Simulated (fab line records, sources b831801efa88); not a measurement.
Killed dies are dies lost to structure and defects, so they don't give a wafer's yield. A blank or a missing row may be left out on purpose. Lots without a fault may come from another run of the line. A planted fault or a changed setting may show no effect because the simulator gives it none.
Which tool did it? | flow sky130 | 12 lots, 36 wafers sampled, at 1 step of a route of 708

WHAT THE GAUGES READ, wafer by wafer
SKY_METAL4_OVL_MEAS_14. Usual: METAL4_OVL -3 nm, standard deviation 5.3.
lot  | measured     | on         | METAL4_OVL (nm) | flag
L532 | day 42 02:05 | overlay-02 | -3 -1 -1        |
L531 | day 42 03:14 | overlay-02 | 1 -8 -8         |
L534 | day 42 15:17 | overlay-01 | -1 -5 -4        |
L535 | day 42 22:41 | overlay-01 | -2 -11 -3       |
L536 | day 43 13:53 | overlay-02 | -2 -11 -8       |
L538 | day 43 17:45 | overlay-02 | -6 -11 -8       |
L537 | day 43 21:27 | overlay-02 | 2 -5 -2         |
L541 | day 44 16:38 | overlay-02 | -7 -2 -5        |
L542 | day 44 17:57 | overlay-02 | -6 -4 -5        |
L548 | day 46 10:55 | overlay-02 | 2 -4 -9         |
L550 | day 46 19:47 | overlay-01 | -10 -9 -9       |
L553 | day 47 07:08 | overlay-01 | 11 10 8         |

WHICH TOOL RAN EACH LOT (tool, then ch and the chambers of the sampled wafers, then the start)
The record holds no process step before these readings.

WHAT THE TOOLS THEMSELVES READ (means of the sampled wafers that have a number; where no wafer has one, the mark that the record gives instead)
The record holds no such reading with a usual standard deviation.

THE ANSWER, worked out from the rows above alone
Rule: a lot is off if the mean of its wafers that have a number lies more than 3 standard deviations from the usual mean. A lot without any number at a reading at which 4 lots or more have one is off too. The other lots that the step has rows for count as sound. The gauges are gone through in route order, then the tools' own readings, and for those a lot's mean is taken as printed above. The first step at which some lot is off is used, and at that step the reading that is off furthest; a lot without a number counts as furthest.
No lot is off at any reading shown: from this, nothing can be told.

WHAT THE SIMULATOR HAD PUT IN
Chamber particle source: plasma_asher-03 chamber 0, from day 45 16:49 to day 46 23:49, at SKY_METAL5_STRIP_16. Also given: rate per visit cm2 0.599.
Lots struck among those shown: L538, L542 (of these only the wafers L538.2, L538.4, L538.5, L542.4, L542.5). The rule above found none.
